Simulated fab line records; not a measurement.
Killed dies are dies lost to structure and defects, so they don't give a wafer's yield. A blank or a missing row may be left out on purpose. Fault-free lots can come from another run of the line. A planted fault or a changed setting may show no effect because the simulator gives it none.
Split-lot study / flow sky130 / on a route of 708 steps: 5 lots, 23 wafers read

THE SPLIT ITSELF
At SKY_PASSIVATION_COAT_06 (resist thk 3000 nm), the setting resist-thk-nm was moved away from the recipe's 3000 nm on 9 of the 23 wafers read, by -5.6% to +4.1%. This setting was run at the recipe's value on the other wafers.

FROM THE SPLIT TO THE READING: what the file shows between them, 4 steps
- SKY_PASSIVATION_SOFTBAKE_07
- SKY_PASSIVATION_EXPOSE_08: exposes mask NSM, target cd 3000 nm
- SKY_PASSIVATION_PEB_09
- SKY_PASSIVATION_DEVELOP_10: develop time 60 s

THE READING
coat_of_PASSIVATION_COAT_06.thk-nm (the simulator's own value, which no gauge read), in nm, at SKY_PASSIVATION_ETCH_11 (etches the open film in CF4/O2, stops on AlCu, target depth 725 nm, time 154 s). The file gives no usual value for it. Across the 14 wafers here that went through the recipe, the average is 2531 nm and the standard deviation 8.5 nm.

wafer=L077.1; tool, chamber at the split=litho-track-04, 0; resist-thk-nm as run, nm=3123; against the recipe=+4.1%; coat_of_PASSIVATION_COAT_06.thk-nm, nm=2673; against lot-mates on the recipe=+130
wafer=L077.2; tool, chamber at the split=litho-track-04, 0; resist-thk-nm as run, nm=3000; against the recipe=recipe; coat_of_PASSIVATION_COAT_06.thk-nm, nm=2544; against lot-mates on the recipe=-
wafer=L077.4; tool, chamber at the split=litho-track-04, 0; resist-thk-nm as run, nm=3000; against the recipe=recipe; coat_of_PASSIVATION_COAT_06.thk-nm, nm=2538; against lot-mates on the recipe=-
wafer=L077.5; tool, chamber at the split=litho-track-04, 0; resist-thk-nm as run, nm=3000; against the recipe=recipe; coat_of_PASSIVATION_COAT_06.thk-nm, nm=2547; against lot-mates on the recipe=-
wafer=L077.6; tool, chamber at the split=litho-track-04, 0; resist-thk-nm as run, nm=3123; against the recipe=+4.1%; coat_of_PASSIVATION_COAT_06.thk-nm, nm=2664; against lot-mates on the recipe=+121
wafer=L078.1; tool, chamber at the split=litho-track-02, 0; resist-thk-nm as run, nm=2833; against the recipe=-5.6%; coat_of_PASSIVATION_COAT_06.thk-nm, nm=2368; against lot-mates on the recipe=-152
wafer=L078.2; tool, chamber at the split=litho-track-02, 0; resist-thk-nm as run, nm=3000; against the recipe=recipe; coat_of_PASSIVATION_COAT_06.thk-nm, nm=2524; against lot-mates on the recipe=-
wafer=L078.3; tool, chamber at the split=litho-track-02, 0; resist-thk-nm as run, nm=3000; against the recipe=recipe; coat_of_PASSIVATION_COAT_06.thk-nm, nm=2518; against lot-mates on the recipe=-
wafer=L078.5; tool, chamber at the split=litho-track-02, 0; resist-thk-nm as run, nm=3000; against the recipe=recipe; coat_of_PASSIVATION_COAT_06.thk-nm, nm=2518; against lot-mates on the recipe=-
wafer=L078.4; tool, chamber at the split=litho-track-02, 0; resist-thk-nm as run, nm=2833; against the recipe=-5.6%; coat_of_PASSIVATION_COAT_06.thk-nm, nm=2360; against lot-mates on the recipe=-160
wafer=L081.1; tool, chamber at the split=litho-track-03, 0; resist-thk-nm as run, nm=3000; against the recipe=recipe; coat_of_PASSIVATION_COAT_06.thk-nm, nm=2534; against lot-mates on the recipe=-
wafer=L081.4; tool, chamber at the split=litho-track-03, 0; resist-thk-nm as run, nm=3000; against the recipe=recipe; coat_of_PASSIVATION_COAT_06.thk-nm, nm=2521; against lot-mates on the recipe=-
wafer=L081.5; tool, chamber at the split=litho-track-03, 0; resist-thk-nm as run, nm=3000; against the recipe=recipe; coat_of_PASSIVATION_COAT_06.thk-nm, nm=2535; against lot-mates on the recipe=-
wafer=L082.2; tool, chamber at the split=litho-track-03, 0; resist-thk-nm as run, nm=3000; against the recipe=recipe; coat_of_PASSIVATION_COAT_06.thk-nm, nm=2534; against lot-mates on the recipe=-
wafer=L082.3; tool, chamber at the split=litho-track-03, 0; resist-thk-nm as run, nm=3058; against the recipe=+1.9%; coat_of_PASSIVATION_COAT_06.thk-nm, nm=2585; against lot-mates on the recipe=+54
wafer=L082.4; tool, chamber at the split=litho-track-03, 0; resist-thk-nm as run, nm=3000; against the recipe=recipe; coat_of_PASSIVATION_COAT_06.thk-nm, nm=2529; against lot-mates on the recipe=-
wafer=L082.6; tool, chamber at the split=litho-track-03, 0; resist-thk-nm as run, nm=3000; against the recipe=recipe; coat_of_PASSIVATION_COAT_06.thk-nm, nm=2529; against lot-mates on the recipe=-
wafer=L082.5; tool, chamber at the split=litho-track-03, 0; resist-thk-nm as run, nm=3058; against the recipe=+1.9%; coat_of_PASSIVATION_COAT_06.thk-nm, nm=2605; against lot-mates on the recipe=+74
wafer=L085.1; tool, chamber at the split=litho-track-04, 0; resist-thk-nm as run, nm=3000; against the recipe=recipe; coat_of_PASSIVATION_COAT_06.thk-nm, nm=2531; against lot-mates on the recipe=-
wafer=L085.2; tool, chamber at the split=litho-track-04, 0; resist-thk-nm as run, nm=3102; against the recipe=+3.4%; coat_of_PASSIVATION_COAT_06.thk-nm, nm=2604; against lot-mates on the recipe=+71
wafer=L085.3; tool, chamber at the split=litho-track-04, 0; resist-thk-nm as run, nm=3102; against the recipe=+3.4%; coat_of_PASSIVATION_COAT_06.thk-nm, nm=2625; against lot-mates on the recipe=+92
wafer=L085.4; tool, chamber at the split=litho-track-04, 0; resist-thk-nm as run, nm=3000; against the recipe=recipe; coat_of_PASSIVATION_COAT_06.thk-nm, nm=2535; against lot-mates on the recipe=-
wafer=L085.5; tool, chamber at the split=litho-track-04, 0; resist-thk-nm as run, nm=3102; against the recipe=+3.4%; coat_of_PASSIVATION_COAT_06.thk-nm, nm=2622; against lot-mates on the recipe=+89

FIT RESULTS
A straight line over all 23 wafers: coat_of_PASSIVATION_COAT_06.thk-nm changes by +29.9 nm for each +1% of resist-thk-nm; r = +0.99; the points scatter about the line by 12 nm.
The same after taking each lot's own level away (the mean of its wafers on the recipe; 23 wafers): +28.1 nm for each +1%; r = +0.99; scatter 8.6 nm.
According to that fit, moving resist-thk-nm by its largest amount changes the reading by 1.6e+02 nm.
The span of the lots' own levels, 2520.0 to 2543.0 nm, comes to 2.7 times the standard deviation stated above.
Consequently the slope shifts little with the lot-to-lot level, the two slopes agreeing.
Check: -158 nm against its lot-mates is what the line predicts for one of the wafers moved furthest among these (-5.6%) when that wafer is left out of the fit. It came out at -152 nm against them.

THESE WAFERS: OTHER SPLITS
Before the reading, these wafers also passed through other splits. Each is held against what the fit with the lots' levels taken away leaves over:
other split on the same wafers=SKY_CAP2M_COAT_07 spin-rpm; wafers away from the commonest value=6; r with coat_of_PASSIVATION_COAT_06.thk-nm (lot level and that fit taken away)=-0.16
other split on the same wafers=SKY_METAL4_EXPOSE_10 dose-mj; wafers away from the commonest value=8; r with coat_of_PASSIVATION_COAT_06.thk-nm (lot level and that fit taken away)=-0.11
other split on the same wafers=SKY_VIA4_HDPCVD_00 time-s; wafers away from the commonest value=9; r with coat_of_PASSIVATION_COAT_06.thk-nm (lot level and that fit taken away)=-0.34
other split on the same wafers=SKY_VIA4_CMP_02 leave-above-ref-nm; wafers away from the commonest value=9; r with coat_of_PASSIVATION_COAT_06.thk-nm (lot level and that fit taken away)=-0.34
other split on the same wafers=SKY_VIA4_ETCH_12 bias-w; wafers away from the commonest value=8; r with coat_of_PASSIVATION_COAT_06.thk-nm (lot level and that fit taken away)=-0.41
other split on the same wafers=SKY_METAL5_SPUTTER_01 power-w; wafers away from the commonest value=7; r with coat_of_PASSIVATION_COAT_06.thk-nm (lot level and that fit taken away)=-0.25
other split on the same wafers=SKY_METAL5_EXPOSE_11 dose-mj; wafers away from the commonest value=6; r with coat_of_PASSIVATION_COAT_06.thk-nm (lot level and that fit taken away)=-0.33
other split on the same wafers=SKY_METAL5_DEVELOP_13 dev-temp-c; wafers away from the commonest value=10; r with coat_of_PASSIVATION_COAT_06.thk-nm (lot level and that fit taken away)=-0.22

THE WHOLE CHAIN: every reading that the file lists as answering this split, in the file's order
step=SKY_PASSIVATION_COAT_06; what it does=resist thk 3000 nm; reading=coat_of_PASSIVATION_COAT_06.thk-nm (the simulator's own value, which no gauge read); change (the file's fit)=+29.4 nm for each +1% of the setting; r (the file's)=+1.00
step=SKY_PASSIVATION_ETCH_11; what it does=etches the open film in CF4/O2, stops on AlCu, target depth 725 nm, time 154 s; reading=coat_of_PASSIVATION_COAT_06.thk-nm (the simulator's own value, which no gauge read); change (the file's fit)=+28.4 nm for each +1% of the setting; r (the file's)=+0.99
step=SKY_PASSIVATION_STRIP_12; what it does=strips in O2/N2; reading=strip-time-to-endpoint-s; change (the file's fit)=withheld for each +1% of the setting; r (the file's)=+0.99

THE FILE'S OWN FIT
coat_of_PASSIVATION_COAT_06.thk-nm changes by +28.4 nm for each +1% of resist-thk-nm, r = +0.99.
